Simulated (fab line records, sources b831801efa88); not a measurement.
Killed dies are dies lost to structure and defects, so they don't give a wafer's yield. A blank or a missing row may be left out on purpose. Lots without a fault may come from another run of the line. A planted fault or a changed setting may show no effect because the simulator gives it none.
One fault seen from 2 desks | flow gf180mcu | each desk has only its own numbers; what lay behind them comes last

THE METROLOGY DESK
What the gauges read, lot by lot, whatever tool the lot ran on: means of the sampled wafers that have a number. A lot is out of limits, marked OUT, if its mean lies more than 4 standard deviations from the usual mean; the brackets give that distance.
Columns: A = STI_CVD_03_THK at GF_STI_THK_MEAS_04, usual 207.0 nm; B = LVPWELL_RS at GF_VT_IMPLANT_RS_MEAS_48, usual 1197 ohm/sq; C = MVPSD_RS at GF_VT_IMPLANT_RS_MEAS_49, usual 1178 ohm/sq
lot  | first seen here | A     | B              | C
L615 | day 1 19:30     | 207.6 | 1197           | 1180
L616 | day 2 03:15     | 208.4 | 1194           | 1185
L618 | day 2 09:34     | 209.7 | 1194           | 1177
L619 | day 2 14:34     | 205.1 | 1200           | 1179
L622 | day 3 05:35     | 207.4 | 1192           | 1176
L625 | day 3 20:34     | 207.5 | 1201           | 1181
L626 | day 4 02:46     | 202.7 | 1194           | 1179
L629 | day 4 17:42     | 206.8 | 1243 (+15) OUT | 1175
L630 | day 4 22:47     | 209.3 | 1247 (+16) OUT | 1177
L633 | day 5 13:49     | 204.1 | 1197           | 1175
L635 | day 5 22:35     | 206.8 | 1197           | 1177
L636 | day 6 04:58     | 209.0 | 1199           | 1181
This desk's finding: out of limits on L629, L630; first on L629, day 11 18:56 (LVPWELL_RS at GF_VT_IMPLANT_RS_MEAS_48). In limits: L615, L616, L618, L619, L622, L625, L626, L633, L635, L636.

THE TOOL OWNER'S DESK: implanter-02
The tool's own readings at GF_LVPWELL_IMPLANT_08: means of the sampled wafers that have a number, for each lot that ran on this tool. A lot is out of limits, marked OUT, if its mean lies more than 4 standard deviations from the usual mean; the brackets give that distance.
Columns: A = beam_energy_keV at GF_LVPWELL_IMPLANT_08, usual 170.00
lot  | first seen here | A
L615 | day 4 02:02     | 170.00
L618 | day 4 19:14     | 169.99
L629 | day 7 09:14     | 140.08 (-99 or more) OUT
L630 | day 7 15:19     | 140.09 (-99 or more) OUT
This desk's finding: out of limits on L629, L630; first on L629, day 7 09:14 (beam_energy_keV at GF_LVPWELL_IMPLANT_08). In limits: L615, L618.

PUT TOGETHER
The tool owner's desk could have raised an alarm at day 7 09:14, on L629, L630.
The metrology desk could have raised an alarm at day 11 18:56, on L629, L630.
Of the lots named, all ran GF_LVPWELL_IMPLANT_08 on implanter-02.

WHAT THE SIMULATOR HAD PUT IN
Process parameter drift: implanter-02, from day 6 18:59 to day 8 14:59, at GF_LVPWELL_IMPLANT_08. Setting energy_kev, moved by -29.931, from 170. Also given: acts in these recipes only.
Lots struck among those shown: L629, L630.
Hours from the fault's start to each desk's first reading out of limits: the tool owner's desk, 14; the metrology desk, 120.
